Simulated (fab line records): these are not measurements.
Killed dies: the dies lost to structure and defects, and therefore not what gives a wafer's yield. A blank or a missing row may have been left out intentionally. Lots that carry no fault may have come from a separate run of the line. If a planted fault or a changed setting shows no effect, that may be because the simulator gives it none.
Matching of chambers    flow gf180mcu    rie_diel-04 running GF_V1_ETCH_16: 4 sister chambers
The step etches BARC in N2/H2. 14 wafers are shown with their chamber, then 7 later ones without.

WAFERS, EACH WITH ITS CHAMBER
wafer   chamber  drypump_motor_current_A (A)  throttle_valve_pct (%)  oes_product_au (a.u.)
L075.1  0        6.4                          13.226                  0.849
L075.4  1        5.9                          13.211                  0.860
L075.6  1        5.9                          13.228                  0.850
L078.1  2        5.5                          13.217                  0.854
L078.3  3        6.0                          13.210                  0.857
L078.6  1        5.9                          13.214                  0.854
L086.1  1        5.9                          13.239                  0.854
L086.2  3        6.0                          13.230                  0.854
L086.4  0        6.4                          13.234                  0.857
L087.1  1        5.9                          13.216                  0.849
L087.4  3        5.9                          13.231                  0.853
L087.6  1        5.9                          13.222                  0.855
L089.1  1        5.9                          13.228                  0.853
L089.4  2        5.5                          13.211                  0.862

SIGNATURES (means of the wafers above)
reading                  chamber 0  chamber 1  chamber 2  chamber 3  scatter within a chamber
drypump_motor_current_A  6.400      5.900      5.500      5.967      0.0258
throttle_valve_pct       13.23000   13.22257   13.21400   13.22367   0.00954
oes_product_au           0.85300    0.85357    0.85800    0.85467    0.00388
Rule: for a wafer and a chamber, the distance is found by dividing, reading by reading, the gap between the wafer's reading and the chamber's mean by the reading's scatter, squaring, summing and taking the root. The wafer belongs to the nearest chamber; if the next one is less than 2 further off, it can't be placed. The scatter: take each reading less its chamber's mean, square it, sum over the shown wafers, divide by the number of wafers less the number of chambers, and take the root.

WAFERS WHOSE CHAMBER IS MISSING
wafer   drypump_motor_current_A (A)  throttle_valve_pct (%)  oes_product_au (a.u.)
L089.6  5.9                          13.220                  0.861
L091.2  5.9                          13.244                  0.856
L091.3  5.5                          13.222                  0.856
L091.6  5.5                          13.229                  0.853
L093.1  6.4                          13.233                  0.841
L093.5  6.4                          13.214                  0.851
L093.6  5.9                          13.226                  0.851

WHICH CHAMBER EACH ONE RAN IN
wafer   from the rows above      in truth
L089.6  can't be placed: 1 or 3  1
L091.2  can't be placed: 1 or 3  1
L091.3  2                        2
L091.6  2                        2
L093.1  0                        0
L093.5  0                        0
L093.6  1                        1
Correctly placed: 5 of 7. Can't be placed from these rows: 2 (the true chamber is among the candidates in 2). 0 placed wrongly.
